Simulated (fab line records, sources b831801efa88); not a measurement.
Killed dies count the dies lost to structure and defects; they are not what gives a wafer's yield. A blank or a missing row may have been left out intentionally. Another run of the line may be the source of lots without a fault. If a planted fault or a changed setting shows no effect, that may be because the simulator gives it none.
What tool caused it? -- flow sky130 -- 11 lots with 33 wafers sampled at 2 steps, on a route of 708 steps

## WHAT EACH GAUGE READ, for each wafer
SKY_VIA3_BOW_MEAS_03.
lot,measured,on,VIA3_BOW (um)
L790,day 38 12:18,film metro-03,82 72 79
L791,day 39 01:52,film metro-04,70 67 68
L793,day 39 14:36,film metro-01,68 76 75
L795,day 40 09:16,film metro-03,77 76 84
L796,day 40 17:18,film metro-04,80 81 73
L797,day 41 00:34,film metro-04,100 78 78
L802,day 42 08:09,film metro-03,82 99 89
L803,day 42 13:16,film metro-03,79 71 74
L811,day 44 17:53,film metro-01,77 82 66
L812,day 45 06:12,film metro-04,81 84 92
L813,day 45 09:38,film metro-03,90 80 85

## EACH LOT AND THE TOOL THAT RAN IT (in order: tool; ch and the chambers of the sampled wafers; start)
lot,SKY_VIA3_CMP_02
L790,"cmp-02 ch 2,3, day 38 12:00"
L791,"cmp-01 ch 0,1,2, day 39 01:35"
L793,"cmp-02 ch 0,1,2, day 39 14:22"
L795,"cmp-02 ch 0,2,3, day 40 09:04"
L796,"cmp-02 ch 0,2,3, day 40 17:00"
L797,"cmp-01 ch 0,2,3, day 41 00:16"
L802,"cmp-01 ch 0,1,2, day 42 07:49"
L803,"cmp-01 ch 1,2, day 42 12:57"
L811,"cmp-02 ch 2,3, day 44 17:35"
L812,"cmp-02 ch 0,1,3, day 45 05:57"
L813,"cmp-02 ch 0,1,3, day 45 09:22"
- SKY_VIA3_CMP_02: polishes SiO2.

## THE ANSWER, worked out from the rows above alone
Rule: the usual values come from the lots themselves. Put in order of their means at a reading, lots are off if they are a third of the lots or fewer, leave a main group of 4 or more, and stand apart from it by a gap of 3 or more times the standard deviation of the main group's means; of several such gaps the widest counts. A main group is skipped when, at the precision printed for the reading in the tables above, its means are all equal. Also off: a lot with no number at a reading for which 4 or more lots have one. The other lots that the step has rows for count as sound.
No lot is off on any of the readings shown, so nothing can be concluded from this.

## WHAT THE SIMULATOR HAD PUT IN
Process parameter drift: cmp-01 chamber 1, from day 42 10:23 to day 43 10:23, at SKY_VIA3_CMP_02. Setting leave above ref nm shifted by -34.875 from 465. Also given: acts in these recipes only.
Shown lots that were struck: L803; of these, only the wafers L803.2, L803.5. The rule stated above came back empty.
